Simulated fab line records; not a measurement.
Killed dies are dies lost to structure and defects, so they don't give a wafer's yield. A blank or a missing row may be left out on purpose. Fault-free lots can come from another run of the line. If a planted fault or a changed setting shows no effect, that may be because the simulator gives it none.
Matching of chambers | flow sky130 | SKY_VIA2_CMP_02 on cmp-01 has 4 sister chambers
The step polishes SiO2. 18 wafers are shown with their chamber, then 9 later ones without.

WAFERS WITH THEIR CHAMBER
wafer  | chamber | motorCurrentA (A)
L076.2 | 1       | 12.5
L076.5 | 1       | 12.2
L076.6 | 2       | 10.5
L077.1 | 1       | 11.9
L077.2 | 3       | 10.7
L077.4 | 2       | 10.3
L079.1 | 1       | 13.2
L079.4 | 0       | 12.1
L079.5 | 3       | 10.6
L082.1 | 3       | 11.3
L082.2 | 2       | 10.8
L082.4 | 0       | 11.7
L083.1 | 1       | 12.0
L083.4 | 3       | 11.0
L083.6 | 3       | 11.1
L085.1 | 0       | 11.4
L085.2 | 2       | 10.7
L085.6 | 1       | 12.7

SIGNATURES (averages over the wafers above)
reading       | chamber 0 | chamber 1 | chamber 2 | chamber 3 | scatter within a chamber
motorCurrentA | 11.733    | 12.417    | 10.575    | 10.940    | 0.37
Rule: for each reading, subtract the chamber's mean from the wafer's reading, divide by that reading's scatter and square the result; add these up over the readings and take the root, which gives the wafer's distance from the chamber. If the next closest chamber is less than 2 further off than the closest, the wafer can't be placed; otherwise it belongs to the closest. The scatter: the root of (the sum of the squares of (reading less its chamber's mean) over the shown wafers, divided by (wafers less chambers)).

WAFERS MISSING THEIR CHAMBER
wafer  | motorCurrentA (A)
L088.1 | 10.5
L088.2 | 10.5
L088.3 | 12.8
L093.1 | 10.4
L093.3 | 11.3
L093.4 | 11.0
L097.3 | 10.8
L097.4 | 12.5
L097.6 | 12.2

WHICH CHAMBER EACH WENT THROUGH
wafer  | from the rows above          | in truth
L088.1 | can't be placed: 2 or 3      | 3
L088.2 | can't be placed: 2 or 3      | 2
L088.3 | can't be placed: 1 or 0      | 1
L093.1 | can't be placed: 2 or 3      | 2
L093.3 | can't be placed: 3 or 0 or 2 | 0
L093.4 | can't be placed: 3 or 2 or 0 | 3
L097.3 | can't be placed: 3 or 2      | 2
L097.4 | can't be placed: 1 or 0      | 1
L097.6 | can't be placed: 1 or 0      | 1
Correctly placed: 0 of 9. Unplaceable from these rows: 9, with the true chamber sitting among the candidates in 9. Number placed wrongly: 0.
